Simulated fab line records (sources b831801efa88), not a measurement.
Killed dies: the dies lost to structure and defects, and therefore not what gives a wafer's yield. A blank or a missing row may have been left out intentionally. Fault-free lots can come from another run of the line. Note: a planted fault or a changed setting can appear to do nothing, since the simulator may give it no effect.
A lot that was struck, set against a sound lot :: flow gf180mcu :: 15 steps out of a route of 602
Sound: wafers L341.2, L341.3, L341.5. Struck: wafer L343.3. (L343.5, L343.6 of the same lot were not struck and are left out.) The cause comes at the end.
For every step that has rows: the tool of each side, followed by ch and its chambers, followed by its first start. Under that, the readings that differ: sound wafers :: struck wafers :: difference of the means :: sigmas: that difference in standard deviations of wafers without a fault.
alike: readings whose means differ by less than 2 such deviations, and words and numbers that are the same on both sides. not compared: withheld readings, readings that some wafer has no value for, bounds like >300 that may hide the same value, and numbers for which the record gives no deviation and whose values overlap.
Wherever a step has rows on one side only, a row that says differs or no value, or a row with sigmas, the two part there. When numbers do not overlap yet have no deviation, they are printed without sigmas and do not part them. A reading missing from all wafers of one side parts the sides only when that side holds two or more wafers.

GF_V4_SPUTTER_22: material TiN, target thk 10 nm, time 40 s.
  sound: pvd_sputter-01 at day 25 07:44; struck: pvd_sputter-02 at day 26 04:58
reading: throttle_valve_pct (%)
sound: 30.4 30.8 30.9
struck: 29.2
difference: -1.5
sigmas: -2
then, 1 step without rows for these wafers: GF_V4_CVD_23 (deposits W, target thk 350 nm, time 104.9 s).
GF_V4_RS_MEAS_24: a four-point-probe measurement.
  sound: film_metro-03 at day 25 08:01; struck: film_metro-02 at day 26 05:10
  alike: V4_W_RS
GF_V4_THK_MEAS_25: measures by xrf.
  sound: film_metro-03 at day 25 08:07; struck: film_metro-02 at day 26 05:16
  alike: V4_W_THK
GF_V4_CMP_26: polishes, stops on SiO2, t overpolish 15 s, target thk 0 nm.
  sound on cmp-01 ch 0,1,3, day 25 08:16; struck on cmp-02 ch 2, day 26 05:24
  alike: motor_current_A, overpolish_run_s, time_to_endpoint_s
GF_MIM_SPUTTER_00: material Ti, target thk 37.5 nm, time 150 s.
  sound: pvd_sputter-02 at day 25 08:28; struck: pvd_sputter-03 at day 26 05:36
  alike: substrate_temp_c, throttle_valve_pct
then, 1 step without rows for these wafers: GF_MIM_SPUTTER_01 (material TiN, target thk 30 nm, time 25 s).
GF_MIM_SPUTTER_02: material AlCu, target thk 450 nm, time 23.9 s.
  sound: pvd_sputter-02 at day 25 08:37; struck: pvd_sputter-03 at day 26 05:44
  alike: throttle_valve_pct
then, 1 step without rows for these wafers: GF_MIM_SPUTTER_03 (material Ti, target thk 10 nm, time 6.406 s).
GF_MIM_SPUTTER_04: material TiN, target thk 50 nm, time 41.7 s.
  sound: pvd_sputter-02 at day 25 08:40; struck: pvd_sputter-03 at day 26 05:47
  alike: throttle_valve_pct
then, 1 step without rows for these wafers: GF_MIM_CVD_05 (deposits Si3N4, target thk 42 nm, time 29.086 s).
GF_MIM_THK_MEAS_06:
  sound: film_metro-04 at day 25 08:44; struck: film_metro-04 at day 26 05:52
  alike: MIM_CVD_05_THK
GF_MIM_SPUTTER_07: material TiN, target thk 60 nm, time 50 s.
  sound: pvd_sputter-03 at day 25 08:47; struck: pvd_sputter-02 at day 26 05:55
reading: throttle_valve_pct (%)
sound: 31.3 30.8 30.9
struck: 29.3
difference: -1.7
sigmas: -2

reading: model.TiN_of_MIM_SPUTTER_07.thk_nm (nm)
sound: 59.41 59.45 59.07
struck: 56.32
difference: -2.99
sigmas: 
then, 1 step without rows for these wafers: GF_MIM_SPUTTER_08 (material AlCu, target thk 200 nm, time 10.6 s).
GF_PASSIVATION_PROBE_99:
  rows exist in the record for the sound wafers here (prober-02, day 30 01:34), none for the struck ones

== WHERE THEY PART ==
Earliest at GF_V4_SPUTTER_22; latest, in this record, at GF_PASSIVATION_PROBE_99.

WHY: the cause the simulator had injected
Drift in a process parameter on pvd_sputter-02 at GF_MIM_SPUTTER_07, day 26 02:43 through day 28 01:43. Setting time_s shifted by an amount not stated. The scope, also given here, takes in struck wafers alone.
